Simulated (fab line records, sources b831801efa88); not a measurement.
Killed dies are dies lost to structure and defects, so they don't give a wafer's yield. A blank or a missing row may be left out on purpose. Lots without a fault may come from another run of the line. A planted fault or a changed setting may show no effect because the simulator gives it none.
Problem report in the 8D (eight disciplines) form, filled by code | flow gf180mcu | the parts of the form that need people (team, actions taken, sign-off) are left out

1. THE PROBLEM
strip_time_to_endpoint_s at GF_PSD_STRIP_10 reads a mean of 16.35 s on 1 wafer of 1 lot; wafers without a fault read 16.53 s with a standard deviation of 0.037. That is -4.9 standard deviations from the usual mean.
The step: strips in O2/N2.
First seen on wafer L759.2, day 18 21:37, on plasma_asher-04. The record holds 39 wafers of 13 lots with a number at this step. Rule for "out", or "out of limits": more than 4 standard deviations from the usual mean. The other wafers with a number count as sound.

2. WHAT IT IS AND WHAT IT IS NOT
question                    | is                       | is not
which readings at this step | strip_time_to_endpoint_s | drypump_motor_current_A, heater_power_w, oes_product_au
which lots                  | L759                     | L746, L747, L748, L749, L750, L751, L752, L755, L764, L765, L766, L768
which wafers of those lots  | L759.2                   | L759.3, L759.6
read on which tools         | plasma_asher-04          | plasma_asher-02, plasma_asher-03
when                        | from day 18 21:37        | up to then (26 sound wafers); but 12 sound wafers of L764, L765, L766, L768 came after

3. SUSPECTS, AND WHAT RULES EACH OUT
Counting: a tool at a process step up to the reading stays a suspect if it ran every lot that is out. Sound lots after the first of them don't rule it out here, since some wafers of a struck lot are sound.
- implanter-04 at GF_PSD_IMPLANT_09: kept. It ran the lot that is out, L759 (day 18 21:29); its last sound lot up to then is L755 (day 17 06:14).
- plasma_asher-04 at GF_PSD_STRIP_10 (strips in O2/N2): kept. It ran the lot that is out, L759 (day 18 21:37); its last sound lot up to then is L750 (day 15 16:04). Its own readings are out on those wafers: strip_time_to_endpoint_s.
Left after counting: implanter-04 at GF_PSD_IMPLANT_09, plasma_asher-04 at GF_PSD_STRIP_10.

4. THE CAUSE (what the simulator had put in)
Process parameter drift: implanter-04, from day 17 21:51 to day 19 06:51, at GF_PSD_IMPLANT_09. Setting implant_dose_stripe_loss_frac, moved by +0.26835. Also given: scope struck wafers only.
Counting left 2 suspects, and this tool is among them.

5. THE CHAIN OF EFFECTS, in route order
Each row: a reading whose mean over the struck wafers that have a number lies more than 3 standard deviations from the usual. Only readings for which the record gives a usual standard deviation are gone through. hours: the time from each lot's start at the first step in this table that gives one to its start at this step, as a median over the lots. sigmas: the change in usual standard deviations.
hours | step            | reading                  | usual   | on struck wafers | change | sigmas
0     | GF_PSD_STRIP_10 | strip_time_to_endpoint_s | 16.53 s | 16.35            | -0.18  | -4.9
The process steps in it:
- GF_PSD_STRIP_10: strips in O2/N2.

6. WHAT WOULD HAVE CAUGHT IT SOONER
In this record the first reading out of limits was taken at day 18 21:37, 24 hours after the fault began at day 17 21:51.
Of the tool readings at GF_PSD_IMPLANT_09 for which the record gives a usual standard deviation, none was out on any struck wafer, so an alarm limit of 4 standard deviations on them would not have fired.
All the lots that are out (1) had begun GF_PSD_IMPLANT_09 on implanter-04 by day 18 21:37. A hold on the tool at that time would have spared none of them.
